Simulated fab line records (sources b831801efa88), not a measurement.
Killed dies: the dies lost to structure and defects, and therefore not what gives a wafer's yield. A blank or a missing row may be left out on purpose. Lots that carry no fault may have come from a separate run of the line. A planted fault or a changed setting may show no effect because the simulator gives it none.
fab line records	flow gf180mcu
record: lots: 14	wafers: 42	last_day: 34
route steps=602 shown MVSD@73 MVPSD@88 VT_IMPLANT@99
lots untouched by any fault: they come from a run of this same line in which no faults occurred
start_h: hours from the record's opening day to when the first of the lot's shown wafers began	wait_h: hours since the lot's step before	" same as the row above	L1.1+2: one row covering several wafers at once	- value missing, or start not given	* or withheld: withheld	< > ~ a bound
route shown NAME@n: names a module that has steps shown in the file, with the first one's number in the route	usual: mean/standard deviation of fault-free wafers	same: alike in all rows	chamber/n: place in a boat	sites: per-site readings	_std_site: the standard deviation of these	_edge_site: outer sites' mean less inner sites'	radius_mm: for every site, how far away it sits from the centre of the wafer	mask NAME#n: copy n	behind: the tool/chamber that last shaped the wafer	hold: what put the lot on hold/how long, in hours/how the hold closed	device: transistor that didn't switch, given as n, p or np	end of line: tests run on the same wafers once the route is complete	where a step has no rows: the recipe by itself	killed: dies that structure and defects cost at the first sort, which is not the same as the wafer's yield	map: a wafer's dies, marking killed ones x, the rest . and places with no die _
set.NAME: the run value of the setting; set.NAME@STEP: its run value at that earlier step	model.NAME: the simulator's own value behind a step, which no gauge read
a sample of lots followed through the steps of the route, with each step as a table and each wafer as a row
services: a tool's chamber out of use, with start hour (start_h, from the record's first day; less than 0 if before it), hours out, and reason
== steps ==
step: GF_MVSD_OVL_MEAS_07
usual: MVSD_OVL: 0.6/1.3
lot.wafer	tool	chamber	start_h	wait_h	MVSD_OVL[nm]
L666.2	overlay-02	-	80.50	-	-0.1
L666.3	"	-	"	"	-0.3
L666.6	"	-	"	"	0.5
L667.1	overlay-02	-	92.19	-	-0.6
L667.2	"	-	"	"	0.9
L667.4	"	-	"	"	-0.2
L668.2	overlay-01	-	94.72	-	2.9
L668.5	"	-	"	"	2.2
L668.6	"	-	"	"	1.8
L670.1	overlay-02	-	107.19	-	3.1
L670.4	"	-	"	"	1.8
L670.5	"	-	"	"	1.2
L672.1	overlay-01	-	117.04	-	0.6
L672.2	"	-	"	"	1.4
L672.3	"	-	"	"	1.2
L671.3	overlay-01	-	117.45	-	-2.9
L671.4	"	-	"	"	-1.5
L671.6	"	-	"	"	-3.2
L673.1	overlay-02	-	122.61	-	1.5
L673.2	"	-	"	"	-0.4
L673.6	"	-	"	"	1.4
L674.1	overlay-02	-	129.64	-	2.3
L674.3	"	-	"	"	4.5
L674.5	"	-	"	"	3.1
L676.1	overlay-02	-	140.69	-	-1.5
L676.3	"	-	"	"	0.4
L676.5	"	-	"	"	-0.2
L677.3	overlay-02	-	146.90	-	0.3
L677.4	"	-	"	"	-0.3
L677.6	"	-	"	"	-0.4
L684.3	overlay-02	-	186.37	-	1.2
L684.4	"	-	"	"	1.9
L684.5	"	-	"	"	-0.3
L685.3	overlay-02	-	191.90	-	2.0
L685.4	"	-	"	"	0.5
L685.5	"	-	"	"	1.9
L688.3	overlay-01	-	209.85	-	0.4
L688.4	"	-	"	"	1.9
L688.5	"	-	"	"	2.0
L689.2	overlay-02	-	214.27	-	1.9
L689.3	"	-	"	"	1.8
L689.5	"	-	"	"	-0.3
step: GF_MVPSD_STRIP_10
recipe: chemistry: O2/N2	power_w: 1400	pressure_mtorr: 1500	platen_temp_c: 250	o2_flow_sccm: 3000	n2_flow_sccm: 300	overash_fraction: 0.5
usual: drypump_motor_current_A: 5.4/0.37	heater_power_w: 321/29	oes_product_au: 0.723/0.0042	strip_time_to_endpoint_s: 36.95/0.11
same: overash_fraction: 0.5
lot.wafer	tool	chamber	start_h	wait_h	drypump_motor_current_A	heater_power_w	oes_product_au	rf_hours_counter_h	strip_time_to_endpoint_s
L666.2	plasma_asher-01	0	95.05	0.1	5.0	320	0.726	41	36.96
L666.3	"	0	"	"	5.0	330	0.723	-	36.96
L666.6	"	0	"	"	5.0	325	0.719	-	36.97
L667.1	plasma_asher-03	1	106.68	0.1	5.9	341	0.728	33	36.87
L667.2	"	0	"	"	5.9	378	0.722	33	36.97
L667.4	"	0	"	"	5.9	364	0.729	-	36.88
L668.2	plasma_asher-01	1	109.00	0.1	5.2	283	0.723	43	36.81
L668.5	"	1	"	"	5.2	282	0.721	-	36.89
L668.6	"	0	"	"	5.0	330	0.727	-	36.92
L670.1	plasma_asher-03	1	122.95	0.1	5.9	331	0.717	35	36.93
L670.4	"	0	"	"	5.9	368	0.717	-	37.05
L670.5	"	1	"	"	5.9	329	0.728	-	36.96
L672.1	plasma_asher-02	0	132.70	0.1	5.6	332	0.725	47	36.98
L672.2	"	1	"	"	5.3	307	0.725	47	36.92
L672.3	"	1	"	"	5.3	313	0.722	-	36.97
L671.3	plasma_asher-01	1	133.43	0.1	5.2	274	0.730	-	36.64
L671.4	"	0	"	"	5.0	332	0.722	-	36.80
L671.6	"	0	"	"	5.0	329	0.723	-	36.69
L673.1	plasma_asher-01	1	138.48	0.1	5.2	277	0.727	46	36.98
L673.2	"	0	"	"	5.0	330	0.729	46	36.92
L673.6	"	0	"	"	5.0	329	0.724	-	37.00
L674.1	plasma_asher-03	0	144.75	0.1	5.9	373	0.720	37	37.05
L674.3	"	0	"	"	5.9	365	0.724	-	37.09
L674.5	"	1	"	"	5.9	343	0.722	-	36.98
L676.1	plasma_asher-02	1	157.35	0.1	5.3	299	0.720	50	36.78
L676.3	"	1	"	"	5.3	307	0.722	-	37.00
L676.5	"	1	"	"	5.3	310	0.720	-	37.02
L677.3	plasma_asher-03	0	162.88	0.1	5.9	368	0.721	-	36.73
L677.4	"	1	"	"	5.9	346	0.724	-	36.83
L677.6	"	0	"	"	5.9	368	0.723	-	36.80
L684.3	plasma_asher-01	0	204.53	0.1	5.0	332	0.733	-	37.02
L684.4	"	1	"	"	5.2	287	0.726	-	37.10
L684.5	"	1	"	"	5.2	279	0.721	-	36.94
L685.3	plasma_asher-03	1	209.38	0.1	5.9	342	0.726	-	37.12
L685.4	"	0	"	"	5.9	363	0.722	-	37.07
L685.5	"	1	"	"	5.9	334	0.721	-	37.00
L688.3	plasma_asher-02	0	228.26	0.1	5.6	331	0.721	-	36.87
L688.4	"	1	"	"	5.3	312	0.717	-	36.77
L688.5	"	1	"	"	5.3	310	0.721	-	36.79
L689.2	plasma_asher-01	1	233.35	0.1	5.2	289	0.716	55	36.97
L689.3	"	0	"	"	5.0	328	0.730	-	36.89
L689.5	"	1	"	"	5.2	278	0.725	-	36.93
step: GF_VT_IMPLANT_STRIP_09
recipe: chemistry: O2/N2	power_w: 1400	pressure_mtorr: 1500	platen_temp_c: 250	o2_flow_sccm: 3000	n2_flow_sccm: 300	overash_fraction: 0.5
usual: drypump_motor_current_A: 5.73/0.24	heater_power_w: 334/19	oes_product_au: 0.716/0.0043	strip_time_to_endpoint_s: 12.62/0.033
same: overash_fraction: 0.5
lot.wafer	tool	chamber	start_h	wait_h	drypump_motor_current_A	heater_power_w	oes_product_au	rf_hours_counter_h	strip_time_to_endpoint_s
L666.2	plasma_asher-03	1	108.78	0.1	5.90	330	0.721	33	12.63
L666.3	"	1	"	"	5.91	343	0.714	-	12.64
L666.6	"	1	"	"	5.92	342	0.719	-	12.60
L667.1	plasma_asher-02	0	121.13	0.1	5.54	317	0.709	46	12.56
L667.2	"	1	"	"	5.32	303	0.715	46	12.56
L667.4	"	0	"	"	5.56	326	0.720	-	12.53
L668.2	plasma_asher-03	1	123.70	0.1	5.91	331	0.717	35	12.63
L668.5	"	1	"	"	5.92	336	0.721	-	12.60
L668.6	"	0	"	"	5.91	373	0.723	-	12.63
L670.1	plasma_asher-03	0	138.28	0.1	5.90	375	0.722	36	12.61
L670.4	"	1	"	"	5.91	342	0.709	-	12.61
L670.5	"	0	"	"	5.90	363	0.713	-	12.58
L672.1	plasma_asher-03	1	148.18	0.1	5.90	338	0.713	37	12.67
L672.2	"	0	"	"	5.90	370	0.727	37	12.61
L672.3	"	0	"	"	5.91	374	0.713	-	12.67
L671.3	plasma_asher-04	0	148.86	0.1	5.94	331	0.718	-	12.56
L671.4	"	1	"	"	5.64	326	0.714	-	12.59
L671.6	"	1	"	"	5.66	328	0.716	-	12.61
L673.1	plasma_asher-04	1	154.05	0.1	5.64	316	0.714	4	12.65
L673.2	"	0	"	"	5.97	320	0.719	4	12.67
L673.6	"	1	"	"	5.64	333	0.703	-	12.64
L674.1	plasma_asher-03	0	160.33	0.1	5.92	366	0.715	39	12.61
L674.3	"	0	"	"	5.90	375	0.711	-	12.60
L674.5	"	0	"	"	5.92	371	0.714	-	12.59
L676.1	plasma_asher-03	1	173.02	0.1	5.90	337	0.721	40	12.60
L676.3	"	1	"	"	5.91	333	0.717	-	12.62
L676.5	"	1	"	"	5.91	333	0.711	-	12.58
L677.3	plasma_asher-04	1	179.28	0.1	5.64	329	0.715	-	12.68
L677.4	"	0	"	"	5.97	333	0.713	-	12.64
L677.6	"	1	"	"	5.66	328	0.722	-	12.63
L684.3	plasma_asher-03	1	222.11	0.1	5.90	335	0.717	-	12.63
L684.4	"	0	"	"	5.93	376	0.719	-	12.61
L684.5	"	0	"	"	5.91	369	0.714	-	12.64
L685.3	plasma_asher-04	0	227.08	0.1	5.96	327	0.718	-	12.62
L685.4	"	1	"	"	5.64	326	0.714	-	12.67
L685.5	"	1	"	"	5.65	328	0.713	-	12.64
L688.3	plasma_asher-04	1	246.76	0.1	5.64	323	0.707	-	12.64
L688.4	"	0	"	"	5.94	323	0.716	-	12.65
L688.5	"	1	"	"	5.66	336	0.712	-	12.67
L689.2	plasma_asher-02	1	252.17	0.1	5.27	308	0.714	60	12.66
L689.3	"	1	"	"	5.26	302	0.716	-	12.62
L689.5	"	1	"	"	5.28	314	0.716	-	12.67
step: GF_VT_IMPLANT_EXPOSE_26
recipe: mask_id: LVPWELL_HV_AREA	target_cd_nm: 860	na: 0.6	source_shape: conventional	sigma_outer: 0.6	dose_mj: 140
usual: exposure_dose_mJ_cm2: 140.01/0.13	focus_offset_nm: 0.0/0.56
lot.wafer	tool	chamber	start_h	wait_h	mask	exposure_dose_mJ_cm2	focus_offset_nm
L666.2	iline_stepper-02	0	131.36	-	LVPWELL_HV_AREA#0	139.86	0.1
L666.3	"	0	"	"	LVPWELL_HV_AREA#0	140.06	-0.3
L666.6	"	0	"	"	LVPWELL_HV_AREA#0	139.95	-0.7
L667.1	iline_stepper-01	0	144.21	-	LVPWELL_HV_AREA#0	140.03	-0.6
L667.2	"	0	"	"	LVPWELL_HV_AREA#0	140.11	-0.3
L667.4	"	0	"	"	LVPWELL_HV_AREA#0	140.27	0.1
L668.2	iline_stepper-01	0	147.13	-	LVPWELL_HV_AREA#0	139.77	0.1
L668.5	"	0	"	"	LVPWELL_HV_AREA#0	140.06	0.0
L668.6	"	0	"	"	LVPWELL_HV_AREA#0	140.02	0.2
L670.1	iline_stepper-01	0	161.62	-	LVPWELL_HV_AREA#0	140.01	0.2
L670.4	"	0	"	"	LVPWELL_HV_AREA#0	139.93	0.3
L670.5	"	0	"	"	LVPWELL_HV_AREA#0	139.92	-0.1
L672.1	iline_stepper-01	0	171.66	-	LVPWELL_HV_AREA#0	140.07	-1.9
L672.2	"	0	"	"	LVPWELL_HV_AREA#0	140.18	-0.9
L672.3	"	0	"	"	LVPWELL_HV_AREA#0	140.07	-1.1
L671.3	iline_stepper-02	0	172.70	-	LVPWELL_HV_AREA#0	139.86	0.5
L671.4	"	0	"	"	LVPWELL_HV_AREA#0	140.16	1.3
L671.6	"	0	"	"	LVPWELL_HV_AREA#0	139.97	0.9
L673.1	iline_stepper-01	0	179.27	-	LVPWELL_HV_AREA#0	139.95	0.1
L673.2	"	0	"	"	LVPWELL_HV_AREA#0	139.84	-0.3
L673.6	"	0	"	"	LVPWELL_HV_AREA#0	139.80	0.0
L674.1	iline_stepper-01	0	186.14	-	LVPWELL_HV_AREA#0	140.07	0.8
L674.3	"	0	"	"	LVPWELL_HV_AREA#0	139.98	1.2
L674.5	"	0	"	"	LVPWELL_HV_AREA#0	140.13	1.1
L676.1	iline_stepper-02	0	197.83	-	LVPWELL_HV_AREA#0	140.00	-0.6
L676.3	"	0	"	"	LVPWELL_HV_AREA#0	139.97	-0.9
L676.5	"	0	"	"	LVPWELL_HV_AREA#0	139.88	-0.1
L677.3	iline_stepper-02	0	204.18	-	LVPWELL_HV_AREA#0	140.15	0.5
L677.4	"	0	"	"	LVPWELL_HV_AREA#0	139.88	0.1
L677.6	"	0	"	"	LVPWELL_HV_AREA#0	140.03	0.4
L684.3	iline_stepper-01	-	249.98	-	LVPWELL_HV_AREA#0	-	-
L684.4	"	-	"	"	LVPWELL_HV_AREA#0	-	-
L684.5	"	-	"	"	LVPWELL_HV_AREA#0	-	-
L685.3	iline_stepper-02	-	255.02	-	LVPWELL_HV_AREA#0	-	-
L685.4	"	-	"	"	LVPWELL_HV_AREA#0	-	-
L685.5	"	-	"	"	LVPWELL_HV_AREA#0	-	-
L688.3	iline_stepper-02	0	275.87	-	LVPWELL_HV_AREA#0	140.25	0.5
L688.4	"	0	"	"	LVPWELL_HV_AREA#0	140.23	-0.5
L688.5	"	0	"	"	LVPWELL_HV_AREA#0	140.10	0.5
L689.2	iline_stepper-01	0	282.08	-	LVPWELL_HV_AREA#0	140.14	0.8
L689.3	"	0	"	"	LVPWELL_HV_AREA#0	140.19	1.0
L689.5	"	0	"	"	LVPWELL_HV_AREA#0	140.13	0.3
== services ==
tool	chamber	start_h	hours	kind
iline_stepper-01	-	81.06	3.6	repair
iline_stepper-02	-	96.23	2.1	pm
iline_stepper-02	-	98.31	-	consumable_replace:lamp
plasma_asher-03	-	102.67	1.2	repair
plasma_asher-04	-	108.75	9.0	pm
plasma_asher-04	0	108.75	9.0	vent_cycle
plasma_asher-04	1	108.75	9.0	vent_cycle
plasma_asher-04	0	117.75	-	clean
plasma_asher-04	1	117.75	-	clean
iline_stepper-01	-	119.30	1.7	pm
iline_stepper-01	0	152.25	-	calibration
iline_stepper-02	-	160.63	1.7	pm
iline_stepper-02	0	201.71	-	calibration
plasma_asher-02	-	226.03	1.4	repair
plasma_asher-01	-	267.79	2.8	pm
== key ==
first_sign: step: GF_VT_IMPLANT_EXPOSE_26	reading: tool_record	direction: missing
effect none on later readings
met_at GF_VT_IMPLANT_EXPOSE_26
struck_lots L684,L685
later_rows_left_out L684.3,L684.4,L684.5,L685.3,L685.4,L685.5
sort_left_out L684.3,L684.4,L684.5,L685.3,L685.4,L685.5
tester_left_out L684,L685
not_acting_at GF_MVSD_OVL_MEAS_07,GF_MVPSD_STRIP_10,GF_VT_IMPLANT_STRIP_09
onset_between 204.18 249.98
fault: kind: skipped_step_whole	tool: iline_stepper-01,iline_stepper-02	chamber: -	onset_h: 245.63	steps: GF_VT_IMPLANT_EXPOSE_26	scope: struck_lots_only
tester_left_out: of these lots the tester's yield and bins aren't shown, on N5 and GAA mostly nor the transistor test; their killed dies are dies lost to structure and defects alone, not to doping, threshold or leakage, so they don't give the yield
sort_left_out: the simulated sort isn't trusted on such a fault, so these wafers' sort isn't shown, and their yield isn't known
later_rows_left_out: the simulator's readings of these wafers behind a module that went badly wrong aren't trusted and aren't shown, but for the sort
